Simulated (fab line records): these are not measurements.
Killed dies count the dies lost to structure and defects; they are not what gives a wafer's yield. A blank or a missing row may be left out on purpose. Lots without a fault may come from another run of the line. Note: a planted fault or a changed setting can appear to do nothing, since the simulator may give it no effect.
Struck lot and sound lot, side by side || flow sky130 || 14 out of 708 route steps
Sound: the wafers L204.2, L204.3, L204.5. Struck: wafers L212.1, L212.5. (L212.4 of the same lot was not struck and is left out.) The cause comes at the end.
Each step with rows lists, per side, the tool, then ch with its chambers, then its first start. Under that, the readings that differ: sound wafers || struck wafers || difference of the means || sigmas: that difference in standard deviations of wafers without a fault.
alike: readings with means less than 2 such deviations apart, plus words and numbers identical on both sides. not compared: withheld readings, readings lacking a value on some wafer, bounds such as >300 that could conceal the same value, and numbers that have no deviation in the record and whose values overlap.
The two part at a step that has a row with sigmas, a row that says differs or no value, or rows on one side only. When numbers do not overlap yet have no deviation, they are printed without sigmas and do not part them. Lack of a reading on every wafer of one side parts them only where that side has two or more wafers.

first, 1 step without rows for these wafers: SKY_VIA4_DEVELOP_10 (develop time 60 s).
SKY_VIA4_OVL_MEAS_11:
  sound: overlay-01 at day 44 09:36; struck: overlay-01 at day 46 08:38
  alike: VIA4_OVL
SKY_VIA4_ETCH_12: etches SiO2 in C4F8/O2/Ar, stops on TiN, target depth 580 nm.
  sound on rie_diel-04 ch 0,1,3, day 44 09:38; struck on rie_diel-04 ch 2,3, day 46 08:40
  alike: oes_product_au, rf_fwd_power_W
SKY_VIA4_STRIP_13: strips in O2/N2.
  sound on plasma_asher-01 ch 0,1, day 44 09:42; struck on plasma_asher-02 ch 0, day 46 08:44
  alike: drypump_motor_current_A, oes_product_au, strip_time_to_endpoint_s
  not compared: rf_hours_counter_h
then, 3 steps without rows for these wafers: SKY_VIA4_STRIP_14 (strips in post etch residue remover, time 1200 s); SKY_VIA4_CLEAN_15 (cleans in IPA, time 180 s); SKY_VIA4_CLEAN_16 (cleans in O3/DIW).
SKY_VIA4_SPUTTER_17: material TiN, target thk 20 nm, time 80 s.
  sound: pvd_sputter-04 at day 44 10:17; struck: pvd_sputter-04 at day 46 09:20
  alike: cathode_dc_power_W, throttle_valve_pct
SKY_VIA4_CVD_18: deposits W, target thk 505 nm, time 152.14 s.
  sound on cvd_w-02 ch 0,1, day 44 10:22; struck on cvd_w-01 ch 0, day 46 09:23
  alike: heater_power_w
SKY_VIA4_RS_MEAS_19: measures by four-point-probe.
  sound: film_metro-03 at day 44 10:32; struck: film_metro-03 at day 46 09:32
{"reading": "VIA4_W_RS (ohm/sq)", "sound": "0.2246 0.2253 0.2250", "struck": "0.2317 0.2300", "difference": "+0.0059", "sigmas": "+3"}
SKY_VIA4_THK_MEAS_20: measures by xrf.
  sound: film_metro-03 at day 44 10:38; struck: film_metro-03 at day 46 09:40
  alike: VIA4_W_THK
SKY_VIA4_CMP_21: polishes, stops on SiO2, t overpolish 25 s, target thk 0 nm.
  sound on cmp-01 ch 1,2, day 44 10:44; struck on cmp-02 ch 2,3, day 46 09:43
  alike: motor_current_A, overpolish_run_s, platen_rpm, time_to_endpoint_s
SKY_METAL5_SPUTTER_00: material Ti, target thk 15 nm, time 10 s.
  sound: pvd_sputter-02 at day 44 10:59; struck: pvd_sputter-02 at day 46 10:01
{"reading": "model.Ti_of_METAL5_SPUTTER_00.thk_nm (nm)", "sound": "14.77 15.09 15.15", "struck": "14.62 14.31", "difference": -0.54, "sigmas": ""}
  alike: cathode_dc_power_W, throttle_valve_pct
then, 1 step without rows for these wafers: SKY_METAL5_SPUTTER_01 (material TiN, target thk 20 nm, time 16.7 s).

== WHERE THEY PART ==
Within this record, at SKY_VIA4_RS_MEAS_19 only. Later steps at which nothing parts them and some readings are alike: SKY_VIA4_THK_MEAS_20, SKY_VIA4_CMP_21, SKY_METAL5_SPUTTER_00.

WHY: the cause the simulator had injected
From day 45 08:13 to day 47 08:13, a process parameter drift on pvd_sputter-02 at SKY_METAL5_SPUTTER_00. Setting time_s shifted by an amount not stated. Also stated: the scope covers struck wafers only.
